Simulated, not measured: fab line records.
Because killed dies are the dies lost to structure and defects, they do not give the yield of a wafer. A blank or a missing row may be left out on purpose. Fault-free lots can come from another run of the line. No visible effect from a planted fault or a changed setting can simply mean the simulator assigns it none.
Chamber matching	flow sfqLine	4 sister chambers for SFQ_TRILAYER_I1_CMP_CMP_046 on cmp-02
The step polishes SiO2. 8 wafers are shown with their chamber, then 8 later ones without.

== WAFERS PAIRED WITH THEIR CHAMBERS ==
wafer	chamber	motorCurrentA (A)	timeToEndpointS (s)
L129.6	1	10.8	226
L131.2	2	12.3	224
L134.5	3	8.5	223
L134.6	2	11.7	228
L143.2	0	10.2	219
L143.5	0	10.3	224
L143.6	1	9.8	225
L145.2	3	8.5	216

== WAFERS WITH NO CHAMBER GIVEN ==
wafer	motorCurrentA (A)	timeToEndpointS (s)
L145.3	10.0	225
L145.6	11.5	229
L146.1	12.0	225
L146.2	8.8	209
L146.6	10.8	223
L147.1	10.7	208
L147.2	10.0	202
L147.4	11.8	217

== WHICH CHAMBER EACH ONE RAN IN ==
wafer	from the rows above	in truth
L145.3	can't be placed: 1 or 0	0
L145.6	can't be placed: 2 or 1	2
L146.1	2	2
L146.2	can't be placed: 3 or 0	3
L146.6	can't be placed: 0 or 1 or 2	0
L147.1	can't be placed: 0 or 1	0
L147.2	can't be placed: 0 or 3 or 1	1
L147.4	can't be placed: 2 or 0 or 1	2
Correctly placed: 1 of 8. Unplaceable from these rows: 7, with the true chamber sitting among the candidates in 7. Wrongly placed: 0.
How it was worked out, from the rows above alone: a wafer's distance from a chamber is the root of the sum, over the readings, of the square of ((its reading less the chamber's mean) divided by the reading's scatter). The wafer belongs to the nearest chamber; if the next one is less than 2 further off, it can't be placed. The mean given for a chamber averages the wafers shown for that chamber. How the scatter is found: for the shown wafers, subtract from each reading the mean of its chamber, square and add these, divide the total by (wafers less chambers), then take the root.
